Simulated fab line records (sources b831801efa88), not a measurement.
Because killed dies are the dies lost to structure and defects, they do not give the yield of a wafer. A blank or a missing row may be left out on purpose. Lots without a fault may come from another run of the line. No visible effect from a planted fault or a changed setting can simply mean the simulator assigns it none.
Shared-tool check / flow gf180mcu / 13 lots, 39 wafers sampled

WHY THIS WAS OPENED
Of 13 lots, 2 have the reading PASSIVATION_CVD_00_THK flagged at GF_PASSIVATION_THK_MEAS_01. Fault-free wafers read 1000 nm, with a standard deviation of 12.
Rule: a lot is flagged in two cases, either no wafer of it has a number, or all its wafers with numbers fall more than 4 standard deviations from that mean. All remaining lots are regarded as sound.

lot=L833; measured=day 28 12:28; on=film_metro-01; PASSIVATION_CVD_00_THK (nm), wafer by wafer=987 989 1006; flag=
lot=L834; measured=day 28 17:49; on=film_metro-03; PASSIVATION_CVD_00_THK (nm), wafer by wafer=993 1008 1019; flag=
lot=L836; measured=day 29 13:04; on=film_metro-04; PASSIVATION_CVD_00_THK (nm), wafer by wafer=991 996 1010; flag=
lot=L837; measured=day 29 16:44; on=film_metro-04; PASSIVATION_CVD_00_THK (nm), wafer by wafer=988 1033 1002; flag=
lot=L838; measured=day 30 11:11; on=film_metro-01; PASSIVATION_CVD_00_THK (nm), wafer by wafer=990 1016 1004; flag=
lot=L839; measured=day 30 15:25; on=film_metro-01; PASSIVATION_CVD_00_THK (nm), wafer by wafer=1000 1008 1010; flag=
lot=L840; measured=day 30 19:50; on=film_metro-01; PASSIVATION_CVD_00_THK (nm), wafer by wafer=979 985 988; flag=
lot=L841; measured=day 30 23:56; on=film_metro-01; PASSIVATION_CVD_00_THK (nm), wafer by wafer=994 990 1008; flag=
lot=L847; measured=day 32 13:48; on=film_metro-04; PASSIVATION_CVD_00_THK (nm), wafer by wafer=1099 1093 1110; flag=FLAGGED
lot=L851; measured=day 33 17:53; on=film_metro-01; PASSIVATION_CVD_00_THK (nm), wafer by wafer=1108 1120 1116; flag=FLAGGED
lot=L853; measured=day 33 20:24; on=film_metro-03; PASSIVATION_CVD_00_THK (nm), wafer by wafer=998 1020 1021; flag=
lot=L855; measured=day 34 05:45; on=film_metro-01; PASSIVATION_CVD_00_THK (nm), wafer by wafer=1002 1008 1007; flag=
lot=L856; measured=day 34 11:04; on=film_metro-01; PASSIVATION_CVD_00_THK (nm), wafer by wafer=974 989 1007; flag=
Average over the flagged lots: 1108 nm; offset from the usual +108 nm, equal to +9 standard deviations.

EACH LOT AND THE TOOL IT RAN ON
3 process steps preceding the reading are held in the record, out of 602 steps in the route. Cell contents, in order: the tool; ch with the chambers the sampled wafers went through; the start.
lot=L833; flag=; GF_V4_SPUTTER_21=pvd_sputter-04, day 24 20:14; GF_MIM_SPUTTER_04=pvd_sputter-01, day 24 21:07; GF_PASSIVATION_CVD_00=pecvd-01 ch 1,2, day 28 12:23
lot=L834; flag=; GF_V4_SPUTTER_21=pvd_sputter-03, day 25 01:14; GF_MIM_SPUTTER_04=pvd_sputter-01, day 25 02:06; GF_PASSIVATION_CVD_00=pecvd-04 ch 0,1,2, day 28 17:44
lot=L836; flag=; GF_V4_SPUTTER_21=pvd_sputter-03, day 25 21:53; GF_MIM_SPUTTER_04=pvd_sputter-04, day 25 22:52; GF_PASSIVATION_CVD_00=pecvd-01 ch 1,2, day 29 12:58
lot=L837; flag=; GF_V4_SPUTTER_21=pvd_sputter-03, day 26 03:23; GF_MIM_SPUTTER_04=pvd_sputter-01, day 26 04:16; GF_PASSIVATION_CVD_00=pecvd-03 ch 0,1,2, day 29 16:39
lot=L838; flag=; GF_V4_SPUTTER_21=pvd_sputter-03, day 26 23:43; GF_MIM_SPUTTER_04=pvd_sputter-04, day 27 00:41; GF_PASSIVATION_CVD_00=pecvd-01 ch 0,1,2, day 30 11:06
lot=L839; flag=; GF_V4_SPUTTER_21=pvd_sputter-04, day 27 03:47; GF_MIM_SPUTTER_04=pvd_sputter-01, day 27 04:39; GF_PASSIVATION_CVD_00=pecvd-04 ch 0,1,2, day 30 15:19
lot=L840; flag=; GF_V4_SPUTTER_21=pvd_sputter-03, day 27 09:58; GF_MIM_SPUTTER_04=pvd_sputter-04, day 27 10:50; GF_PASSIVATION_CVD_00=pecvd-03 ch 0,1,2, day 30 19:45
lot=L841; flag=; GF_V4_SPUTTER_21=pvd_sputter-03, day 27 12:42; GF_MIM_SPUTTER_04=pvd_sputter-03, day 27 13:34; GF_PASSIVATION_CVD_00=pecvd-04 ch 0,1,2, day 30 23:52
lot=L847; flag=FLAGGED; GF_V4_SPUTTER_21=pvd_sputter-03, day 29 06:15; GF_MIM_SPUTTER_04=pvd_sputter-04, day 29 07:07; GF_PASSIVATION_CVD_00=pecvd-03 ch 0,1,2, day 32 13:44
lot=L851; flag=FLAGGED; GF_V4_SPUTTER_21=pvd_sputter-03, day 30 17:32; GF_MIM_SPUTTER_04=pvd_sputter-03, day 30 18:32; GF_PASSIVATION_CVD_00=pecvd-03 ch 1,2, day 33 17:49
lot=L853; flag=; GF_V4_SPUTTER_21=pvd_sputter-04, day 30 19:26; GF_MIM_SPUTTER_04=pvd_sputter-03, day 30 20:26; GF_PASSIVATION_CVD_00=pecvd-01 ch 0,2, day 33 20:19
lot=L855; flag=; GF_V4_SPUTTER_21=pvd_sputter-03, day 31 07:05; GF_MIM_SPUTTER_04=pvd_sputter-01, day 31 07:59; GF_PASSIVATION_CVD_00=pecvd-04 ch 0,1,2, day 34 05:41
lot=L856; flag=; GF_V4_SPUTTER_21=pvd_sputter-02, day 31 13:52; GF_MIM_SPUTTER_04=pvd_sputter-04, day 31 14:44; GF_PASSIVATION_CVD_00=pecvd-04 ch 0,1, day 34 10:59
What these steps do:
- GF_V4_SPUTTER_21: material Ti, target thk 15 nm, time 80.02 s.
- GF_MIM_SPUTTER_04: material TiN, target thk 50 nm, time 41.7 s.
- GF_PASSIVATION_CVD_00: deposits SiO2 from TEOS, target thk 1000 nm, time 111.95 s.
- GF_PASSIVATION_THK_MEAS_01

FLAGGED OVER TOTAL, TOOL BY TOOL (the gauges that took the reading come last)
step=GF_V4_SPUTTER_21; tool=pvd_sputter-02; lots run=1; flagged=0; share of the flagged lots=none; sound lots run after its first flagged lot=-
step=GF_V4_SPUTTER_21; tool=pvd_sputter-03; lots run=9; flagged=2; share of the flagged lots=all; sound lots run after its first flagged lot=1 (L855)
step=GF_V4_SPUTTER_21; tool=pvd_sputter-04; lots run=3; flagged=0; share of the flagged lots=none; sound lots run after its first flagged lot=-
step=GF_MIM_SPUTTER_04; tool=pvd_sputter-01; lots run=5; flagged=0; share of the flagged lots=none; sound lots run after its first flagged lot=-
step=GF_MIM_SPUTTER_04; tool=pvd_sputter-03; lots run=3; flagged=1; share of the flagged lots=some; sound lots run after its first flagged lot=1 (L853)
step=GF_MIM_SPUTTER_04; tool=pvd_sputter-04; lots run=5; flagged=1; share of the flagged lots=some; sound lots run after its first flagged lot=1 (L856)
step=GF_PASSIVATION_CVD_00; tool=pecvd-01; lots run=4; flagged=0; share of the flagged lots=none; sound lots run after its first flagged lot=-
step=GF_PASSIVATION_CVD_00; tool=pecvd-03; lots run=4; flagged=2; share of the flagged lots=all; sound lots run after its first flagged lot=0
step=GF_PASSIVATION_CVD_00; tool=pecvd-04; lots run=5; flagged=0; share of the flagged lots=none; sound lots run after its first flagged lot=-
step=GF_PASSIVATION_THK_MEAS_01; tool=film_metro-01; lots run=8; flagged=1; share of the flagged lots=some; sound lots run after its first flagged lot=2 (L855,L856)
step=GF_PASSIVATION_THK_MEAS_01; tool=film_metro-03; lots run=2; flagged=0; share of the flagged lots=none; sound lots run after its first flagged lot=-
step=GF_PASSIVATION_THK_MEAS_01; tool=film_metro-04; lots run=3; flagged=1; share of the flagged lots=some; sound lots run after its first flagged lot=0

THE TABLE: WHAT IT ALLOWS
In 2 table rows, all flagged lots were run: pvd_sputter-03 (GF_V4_SPUTTER_21), pecvd-03 (GF_PASSIVATION_CVD_00).
- pvd_sputter-03 at GF_V4_SPUTTER_21 ran 9 lots, 2 of them flagged. Sound lots ran on it after the first flagged one (L855), which a lasting fault on the whole tool wouldn't allow.
- pecvd-03 at GF_PASSIVATION_CVD_00 ran 4 lots, 2 of them flagged. Last sound lot L840 at day 30 19:45, first flagged lot L847 at day 32 13:44; a fault beginning in between fits. Its own readings lie more than 4 standard deviations out on every wafer of the flagged lots: rf_fwd_power_W.
One tool is left: pecvd-03 at GF_PASSIVATION_CVD_00.

WHAT THE SIMULATOR HAD PUT IN
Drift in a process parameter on pecvd-03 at GF_PASSIVATION_CVD_00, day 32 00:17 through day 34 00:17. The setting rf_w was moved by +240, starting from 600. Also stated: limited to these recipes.
Struck lots among those shown: L847, L851. The rule above found the same.
